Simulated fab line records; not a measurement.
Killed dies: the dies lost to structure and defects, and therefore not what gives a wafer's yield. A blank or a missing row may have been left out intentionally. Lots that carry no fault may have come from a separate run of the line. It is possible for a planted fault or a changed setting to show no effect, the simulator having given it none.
Code-filled problem report in 8D (eight disciplines) form / flow sfqLine / the parts of the form that need people (team, actions taken, sign-off) are left out

1. WHAT WENT WRONG
Mean of heaterPowerTotalW at SFQ_TRILAYER_I5_LITHO_PEB_147: 86.13 W across 6 wafers in 2 lots; on wafers with no fault it is 79.16 W (standard deviation 0.06). That is +99 or more standard deviations from the usual mean.
The step: peb time 60 s.
First seen on wafer L551.3, day 58 03:47, on lithoTrack-02. Wafers with a number at this step in the record: 18, from 6 lots. Rule for "out", or "out of limits": more than 4 standard deviations from the usual mean. The rest of the wafers with a number are treated as sound.

2. WHAT IT IS; WHAT IT IS NOT
question=which readings at this step | is=heaterPowerTotalW | is not=resistLineTempC
question=which lots | is=L551, L554 | is not=L545, L559, L563, L566
question=which wafers of those lots | is=all that have a number | is not=-
question=read on which tools | is=lithoTrack-02 | is not=lithoTrack-03, lithoTrack-04
question=when | is=from day 58 03:47 | is not=up to then (3 sound wafers); but 9 sound wafers of L559, L563, L566 came after

3. SUSPECTS, AND WHAT RULES EACH OUT
Counting: a tool at a process step up to the reading stays a suspect if it ran every lot that is out and no sound lot after the first of them.
- rieMetal-03 at SFQ_TRILAYER_R5_BARC_OPEN_METAL_ETCH_177 (etches BARC in O2, target depth 125 nm, time 41.7 s): ruled out as a lasting fault. Following L551 (day 55 05:19), the first lot on it that is out, the sound lots L566 were run on it.
- rieMetal-03 at SFQ_TRILAYER_R5_ETCH_METAL_ETCH_139 (etches the open film in Cl2, stops on SiO2, target depth 60 nm, time 40 s): ruled out as a lasting fault. Following L551 (day 55 05:23), the first lot on it that is out, the sound lots L566 were run on it.
- rieMetal-03 at SFQ_TRILAYER_R5_STRIP_STRIP_140 (strips in O2): ruled out as a lasting fault. Following L551 (day 55 05:37), the first lot on it that is out, the sound lots L566 were run on it.
- lithoTrack-02 at SFQ_TRILAYER_I5_LITHO_PEB_147 (peb time 60 s): ruled out as a lasting fault. Following L551 (day 58 03:47), the first lot on it that is out, the sound lots L566 were run on it.
Left after counting: nothing in the record.

4. THE CAUSE (what the simulator had put in)
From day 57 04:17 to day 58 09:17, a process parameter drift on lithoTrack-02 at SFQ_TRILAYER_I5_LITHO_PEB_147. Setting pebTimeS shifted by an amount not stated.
Counting ruled it out, wrongly.

5. SEQUENCE OF EFFECTS, ordered by route
One row per reading whose mean, taken over the struck wafers that have a number, lies over 3 standard deviations from the usual. Scope: only readings with a usual standard deviation given in the record; hours: median across lots of the time from each lot's start at the first step in this table that gives one to its start at this step; sigmas: change in usual standard deviations.
hours=0; step=SFQ_TRILAYER_I5_LITHO_PEB_147; reading=heaterPowerTotalW; usual=79.16 W; on struck wafers=86.13; change=+6.97; sigmas=+99 or more
It contains these process steps:
- SFQ_TRILAYER_I5_LITHO_PEB_147: peb time 60 s.
At these later measuring or inspecting steps, every struck wafer for which the step has a row has a number for every such reading, and none has moved that far: SFQ_I5_OVL_MEAS_936.

6. WHAT WOULD HAVE CAUGHT IT SOONER
In this record the first reading out of limits was taken at day 58 03:47, 24 hours after the fault began at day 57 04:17.
